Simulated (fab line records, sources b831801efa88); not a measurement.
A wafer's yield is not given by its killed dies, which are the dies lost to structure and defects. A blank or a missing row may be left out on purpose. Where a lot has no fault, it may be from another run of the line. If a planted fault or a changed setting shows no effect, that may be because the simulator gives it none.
8D (eight disciplines) problem report, filled in by code -- flow sfq line -- the parts of the form that need people (team, actions taken, sign-off) are left out

## 1. WHAT WENT WRONG
At SFQ_TRILAYER_M2_BARC_OPEN_METAL_ETCH_077, rf fwd power W averages 692.9 W over 2 wafers from 2 lots, while fault-free wafers read 594.8 W, standard deviation 2.4. Measured from the usual mean, that is +41 standard deviations.
The step: etches BARC in O2, target depth 125 nm, time 41.7 s.
First observed at day 39 21:16: wafer L969.5, on rie metal-02. The record holds 18 wafers of 6 lots with a number at this step. By rule, "out" or "out of limits" means more than 4 standard deviations away from the usual mean. The other wafers with a number count as sound.

## 2. WHAT THIS IS AND IS NOT
question,is,is not
which readings at this step,rf fwd power W,"drypump motor current A, oes product au"
which lots,"L969, L972","L961, L964, L975, L979"
which wafers of those lots,"L969.5, L972.2","L969.1, L969.4, L972.4, L972.6"
read on which tools,rie metal-02,"rie metal-01, rie metal-03"
when,from day 39 21:16,"up to then (8 sound wafers); but 8 sound wafers of L972, L975, L979 came after"

## 3. THE SUSPECTS, EACH WITH WHAT RULES IT OUT
Counting: a tool at a process step up to the reading stays a suspect if it ran every lot that is out. Sound lots after the first of them don't rule it out here, since some wafers of a struck lot are sound.
- rie metal-02 at SFQ_TRILAYER_M2_BARC_OPEN_METAL_ETCH_077 (etches BARC in O2, target depth 125 nm, time 41.7 s): kept. It processed each lot that is out (first: L969, day 39 21:16); up to then, its last sound lot is L961 (day 37 02:39). Out on those wafers are its own readings of rf fwd power W.
- Within rie metal-02 at SFQ_TRILAYER_M2_BARC_OPEN_METAL_ETCH_077, the wafers that are out were processed in chamber 0 and their sound lot-mates in chamber 1.
The count leaves rie metal-02 at SFQ_TRILAYER_M2_BARC_OPEN_METAL_ETCH_077.

## 4. THE CAUSE (what the simulator had put in)
rie metal-02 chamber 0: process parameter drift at SFQ_TRILAYER_M2_BARC_OPEN_METAL_ETCH_077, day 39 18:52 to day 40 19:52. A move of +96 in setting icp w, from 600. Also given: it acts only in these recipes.
The count eliminated every tool but this one.

## 5. THE EFFECT CHAIN, in route order
Rows list readings where the struck wafers' mean (over those with a number) sits beyond 3 standard deviations from the usual. Only readings whose record carries a usual standard deviation are examined. hours: median over the lots of the time between each lot's start at the first step of this table that gives one and its start at this step. sigmas: the change, counted in usual standard deviations.
hours,step,reading,usual,on struck wafers,change,sigmas
0,SFQ_TRILAYER_M2_BARC_OPEN_METAL_ETCH_077,rf fwd power W,594.8 W,692.9,+98.1,+41
Here are the process steps it includes:
- SFQ_TRILAYER_M2_BARC_OPEN_METAL_ETCH_077: etches BARC in O2, target depth 125 nm, time 41.7 s.

## 6. WHAT WOULD HAVE CAUGHT IT SOONER
In this record no reading fell out of limits until day 39 21:16, 2 hours after the fault had begun at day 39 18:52.
